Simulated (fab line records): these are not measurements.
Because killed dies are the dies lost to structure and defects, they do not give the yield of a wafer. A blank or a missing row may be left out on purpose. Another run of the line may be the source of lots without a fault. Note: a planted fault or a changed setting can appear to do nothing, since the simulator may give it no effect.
Which tool is to blame? || flow gf180mcu || Sampling: 14 lots, 39 wafers, 5 of 602 route steps

WHAT THE GAUGES READ, wafer by wafer
GF_STI_THK_MEAS_02.
{"lot": "L233", "measured": "day 1 11:32", "on": "filmMetro-01", "STI_OXIDATION_THK (nm)": "9.95 10.09 10.26"}
{"lot": "L234", "measured": "day 1 16:32", "on": "filmMetro-02", "STI_OXIDATION_THK (nm)": "10.07 10.05 10.03"}
{"lot": "L235", "measured": "day 1 21:31", "on": "filmMetro-03", "STI_OXIDATION_THK (nm)": "10.21 10.17 10.16"}
{"lot": "L236", "measured": "day 2 02:32", "on": "filmMetro-03", "STI_OXIDATION_THK (nm)": "10.10 10.09 9.90"}
{"lot": "L237", "measured": "day 2 07:31", "on": "filmMetro-01", "STI_OXIDATION_THK (nm)": "9.98 9.93 10.09"}
{"lot": "L238", "measured": "day 2 13:00", "on": "filmMetro-02", "STI_OXIDATION_THK (nm)": "9.91 10.05 9.96"}
{"lot": "L239", "measured": "day 2 18:13", "on": "filmMetro-03", "STI_OXIDATION_THK (nm)": "9.98 10.02 9.98"}
{"lot": "L240", "measured": "day 2 22:31", "on": "filmMetro-03", "STI_OXIDATION_THK (nm)": "9.73 9.95 10.03"}
{"lot": "L244", "measured": "day 3 19:12", "on": "filmMetro-03", "STI_OXIDATION_THK (nm)": "10.12 10.25"}
{"lot": "L247", "measured": "day 4 09:33", "on": "filmMetro-01", "STI_OXIDATION_THK (nm)": 10.21}
{"lot": "L251", "measured": "day 5 06:30", "on": "filmMetro-02", "STI_OXIDATION_THK (nm)": "10.07 10.08 10.38"}
{"lot": "L252", "measured": "day 5 10:31", "on": "filmMetro-03", "STI_OXIDATION_THK (nm)": "9.92 9.86 9.82"}
{"lot": "L253", "measured": "day 5 15:38", "on": "filmMetro-03", "STI_OXIDATION_THK (nm)": "9.98 9.86 9.98"}
{"lot": "L254", "measured": "day 5 20:31", "on": "filmMetro-03", "STI_OXIDATION_THK (nm)": "9.92 9.87 9.81"}

GF_STI_THK_MEAS_22.
{"lot": "L233", "measured": "day 2 03:00", "on": "filmMetro-02", "STI_OXIDATION_01_THK (nm)": "15.18 15.33 15.21"}
{"lot": "L234", "measured": "day 2 09:07", "on": "filmMetro-02", "STI_OXIDATION_01_THK (nm)": "14.86 15.03 15.15"}
{"lot": "L235", "measured": "day 2 13:37", "on": "filmMetro-01", "STI_OXIDATION_01_THK (nm)": "15.18 15.39 14.97"}
{"lot": "L236", "measured": "day 2 18:44", "on": "filmMetro-02", "STI_OXIDATION_01_THK (nm)": "14.68 14.99 14.55"}
{"lot": "L237", "measured": "day 2 23:35", "on": "filmMetro-01", "STI_OXIDATION_01_THK (nm)": "14.69 14.93 14.69"}
{"lot": "L238", "measured": "day 3 05:17", "on": "filmMetro-02", "STI_OXIDATION_01_THK (nm)": "14.86 14.61 14.94"}
{"lot": "L239", "measured": "day 3 10:42", "on": "filmMetro-01", "STI_OXIDATION_01_THK (nm)": "14.70 15.37 15.24"}
{"lot": "L240", "measured": "day 3 17:47", "on": "filmMetro-01", "STI_OXIDATION_01_THK (nm)": "15.35 15.24 15.22"}
{"lot": "L244", "measured": "day 4 11:55", "on": "filmMetro-01", "STI_OXIDATION_01_THK (nm)": "14.86 14.90"}
{"lot": "L247", "measured": "day 5 03:31", "on": "filmMetro-03", "STI_OXIDATION_01_THK (nm)": 15.03}
{"lot": "L251", "measured": "day 6 02:53", "on": "filmMetro-03", "STI_OXIDATION_01_THK (nm)": "15.23 15.11 14.97"}
{"lot": "L252", "measured": "day 6 05:56", "on": "filmMetro-03", "STI_OXIDATION_01_THK (nm)": "15.34 15.40 15.25"}
{"lot": "L253", "measured": "day 6 10:41", "on": "filmMetro-03", "STI_OXIDATION_01_THK (nm)": "15.03 14.91 14.85"}
{"lot": "L254", "measured": "day 6 15:17", "on": "filmMetro-03", "STI_OXIDATION_01_THK (nm)": "14.90 14.95 15.03"}

GF_VT_IMPLANT_OVL_MEAS_29.
{"lot": "L233", "measured": "day 6 20:27", "on": "overlay-02", "VT_IMPLANT_02_OVL (nm)": "0.3 2.0 0.9"}
{"lot": "L234", "measured": "day 7 03:20", "on": "overlay-02", "VT_IMPLANT_02_OVL (nm)": "-2.5 0.1 -1.1"}
{"lot": "L235", "measured": "day 7 11:09", "on": "overlay-01", "VT_IMPLANT_02_OVL (nm)": "2.2 1.7 0.0"}
{"lot": "L236", "measured": "day 7 16:37", "on": "overlay-01", "VT_IMPLANT_02_OVL (nm)": "2.6 0.7 2.3"}
{"lot": "L237", "measured": "day 7 22:24", "on": "overlay-01", "VT_IMPLANT_02_OVL (nm)": "-0.2 -1.0 -0.1"}
{"lot": "L238", "measured": "day 8 04:39", "on": "overlay-01", "VT_IMPLANT_02_OVL (nm)": "2.3 -0.7 0.9"}
{"lot": "L239", "measured": "day 8 11:13", "on": "overlay-01", "VT_IMPLANT_02_OVL (nm)": "1.9 0.9 1.7"}
{"lot": "L240", "measured": "day 8 21:15", "on": "overlay-02", "VT_IMPLANT_02_OVL (nm)": "3.4 2.7 1.7"}
{"lot": "L244", "measured": "day 9 19:49", "on": "overlay-02", "VT_IMPLANT_02_OVL (nm)": "0.9 0.1"}
{"lot": "L247", "measured": "day 10 17:31", "on": "overlay-01", "VT_IMPLANT_02_OVL (nm)": 0.9}
{"lot": "L251", "measured": "day 11 23:51", "on": "overlay-02", "VT_IMPLANT_02_OVL (nm)": "1.1 -0.9 0.1"}
{"lot": "L252", "measured": "day 12 03:27", "on": "overlay-01", "VT_IMPLANT_02_OVL (nm)": "-1.0 0.0 -0.5"}
{"lot": "L253", "measured": "day 12 05:28", "on": "overlay-01", "VT_IMPLANT_02_OVL (nm)": "1.7 3.0 2.2"}
{"lot": "L254", "measured": "day 12 11:48", "on": "overlay-02", "VT_IMPLANT_02_OVL (nm)": "2.4 2.8 2.1"}

GF_VT_IMPLANT_RS_MEAS_47: measurement is done with a four-point probe.
{"lot": "L233", "measured": "day 7 12:32", "on": "filmMetro-01", "NWELL_RS (ohm/sq)": "489.8 489.4 489.4"}
{"lot": "L234", "measured": "day 7 19:55", "on": "filmMetro-01", "NWELL_RS (ohm/sq)": "489.1 487.9 489.0"}
{"lot": "L235", "measured": "day 8 03:50", "on": "filmMetro-04", "NWELL_RS (ohm/sq)": "488.6 488.0 486.4"}
{"lot": "L236", "measured": "day 8 09:16", "on": "filmMetro-04", "NWELL_RS (ohm/sq)": "487.9 488.8 488.8"}
{"lot": "L237", "measured": "day 8 14:55", "on": "filmMetro-01", "NWELL_RS (ohm/sq)": "488.3 488.6 488.7"}
{"lot": "L238", "measured": "day 8 21:10", "on": "filmMetro-01", "NWELL_RS (ohm/sq)": "490.0 490.2 489.8"}
{"lot": "L239", "measured": "day 9 05:05", "on": "filmMetro-02", "NWELL_RS (ohm/sq)": "486.9 487.2 488.3"}
{"lot": "L240", "measured": "day 9 14:52", "on": "filmMetro-02", "NWELL_RS (ohm/sq)": "487.7 486.7 489.6"}
{"lot": "L244", "measured": "day 10 14:36", "on": "filmMetro-01", "NWELL_RS (ohm/sq)": "483.7 484.1"}
{"lot": "L247", "measured": "day 11 13:18", "on": "filmMetro-04", "NWELL_RS (ohm/sq)": 484.1}
{"lot": "L251", "measured": "day 12 20:31", "on": "filmMetro-01", "NWELL_RS (ohm/sq)": "489.3 489.5 488.9"}
{"lot": "L252", "measured": "day 13 00:20", "on": "filmMetro-01", "NWELL_RS (ohm/sq)": "490.7 488.0 489.6"}
{"lot": "L253", "measured": "day 13 02:20", "on": "filmMetro-04", "NWELL_RS (ohm/sq)": "489.5 488.8 488.2"}
{"lot": "L254", "measured": "day 13 08:31", "on": "filmMetro-01", "NWELL_RS (ohm/sq)": "488.0 488.3 488.7"}

WHICH TOOL RAN EACH LOT (tool, then ch and the chambers of the sampled wafers, then the start)
{"lot": "L233", "GF_NWELL_IMPLANT_09": "implanter-03 ch 0, day 3 07:10"}
{"lot": "L234", "GF_NWELL_IMPLANT_09": "implanter-03 ch 0, day 3 13:02"}
{"lot": "L235", "GF_NWELL_IMPLANT_09": "implanter-01 ch 0, day 3 18:10"}
{"lot": "L236", "GF_NWELL_IMPLANT_09": "implanter-01 ch 0, day 3 23:09"}
{"lot": "L237", "GF_NWELL_IMPLANT_09": "implanter-03 ch 0, day 4 04:41"}
{"lot": "L238", "GF_NWELL_IMPLANT_09": "implanter-01 ch 0, day 4 09:35"}
{"lot": "L239", "GF_NWELL_IMPLANT_09": "implanter-03 ch 0, day 4 16:09"}
{"lot": "L240", "GF_NWELL_IMPLANT_09": "implanter-03 ch 0, day 5 00:13"}
{"lot": "L244", "GF_NWELL_IMPLANT_09": "implanter-01 ch 0, day 5 19:14"}
{"lot": "L247", "GF_NWELL_IMPLANT_09": "implanter-01 ch 0, day 6 14:05"}
{"lot": "L251", "GF_NWELL_IMPLANT_09": "implanter-04 ch 0, day 7 14:35"}
{"lot": "L252", "GF_NWELL_IMPLANT_09": "implanter-03 ch 0, day 7 17:05"}
{"lot": "L253", "GF_NWELL_IMPLANT_09": "implanter-03 ch 0, day 7 19:58"}
{"lot": "L254", "GF_NWELL_IMPLANT_09": "implanter-03 ch 0, day 8 01:13"}
- GF_NWELL_IMPLANT_09

WHAT THE TOOLS THEMSELVES READ (means of the sampled wafers that have a number; where no wafer has one, the mark that the record gives instead)
GF_NWELL_IMPLANT_09.
{"lot": "L233", "tool": "implanter-03", "beamOnS (s)": 10.00, "faradayCurrentUA": 22.5}
{"lot": "L234", "tool": "implanter-03", "beamOnS (s)": 10.01, "faradayCurrentUA": 22.5}
{"lot": "L235", "tool": "implanter-01", "beamOnS (s)": 10.18, "faradayCurrentUA": 22.2}
{"lot": "L236", "tool": "implanter-01", "beamOnS (s)": 9.92, "faradayCurrentUA": 22.7}
{"lot": "L237", "tool": "implanter-03", "beamOnS (s)": 10.20, "faradayCurrentUA": 22.1}
{"lot": "L238", "tool": "implanter-01", "beamOnS (s)": 10.08, "faradayCurrentUA": 22.5}
{"lot": "L239", "tool": "implanter-03", "beamOnS (s)": 10.04, "faradayCurrentUA": 22.5}
{"lot": "L240", "tool": "implanter-03", "beamOnS (s)": 10.04, "faradayCurrentUA": 22.4}
{"lot": "L244", "tool": "implanter-01", "beamOnS (s)": 11.09, "faradayCurrentUA": 20.4}
{"lot": "L247", "tool": "implanter-01", "beamOnS (s)": 11.09, "faradayCurrentUA": 20.4}
{"lot": "L251", "tool": "implanter-04", "beamOnS (s)": 9.92, "faradayCurrentUA": 22.7}
{"lot": "L252", "tool": "implanter-03", "beamOnS (s)": 10.05, "faradayCurrentUA": 22.5}
{"lot": "L253", "tool": "implanter-03", "beamOnS (s)": 10.03, "faradayCurrentUA": 22.5}
{"lot": "L254", "tool": "implanter-03", "beamOnS (s)": 9.99, "faradayCurrentUA": 22.6}

THE ANSWER, worked out from the rows above alone
Rule: the lots themselves supply what counts as usual. The widest of any qualifying gaps counts: lots, ordered by their means at a reading, are off when they make up no more than a third of the lots, leave a main group of 4 or more, and stand apart from it by 3 or more times the standard deviation of that group's means. A main group is skipped when, at the precision printed for the reading in the tables above, its means are all equal. Also off: a lot with no number at a reading for which 4 or more lots have one. The other lots that the step has rows for count as sound. First the gauges in route order, then the tools' own readings, where a lot's mean is used as printed above. At the first step where some lot is off, the reading lying furthest off is the one used; lots without a number count as furthest.
Off: L244, L247, seen at GF_VT_IMPLANT_RS_MEAS_47 (NWELL_RS). The main group: mean 488.7 ohm/sq, standard deviation 0.74.
A tool fits if, at a process step before that reading, it ran every lot that is off, and no sound lot after the first of them. The gauges at GF_VT_IMPLANT_RS_MEAS_47 aren't tried: what is off there is off at GF_NWELL_IMPLANT_09 too, on other tools, and a gauge's error can't cause that. One fits: GF_NWELL_IMPLANT_09 on implanter-01. Its last sound lot is L238 (day 4 09:35), its first lot that is off L244 (day 5 19:14): a fault that began between those two fits.
The tool's own readings at GF_NWELL_IMPLANT_09 bear it out: on the lots that are off they differ by more than 5 times the standard deviation of the sound lots' means. beamOnS reads 11.09 s there against 10.04 s on the sound lots; faradayCurrentUA reads 20.4 there against 22.5 on the sound lots.

WHAT WAS PUT IN BY THE SIMULATOR
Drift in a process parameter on implanter-01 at GF_NWELL_IMPLANT_09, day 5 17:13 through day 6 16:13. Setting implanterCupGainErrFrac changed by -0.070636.
Struck lots among those shown: L244, L247. The rule above reached the same finding.
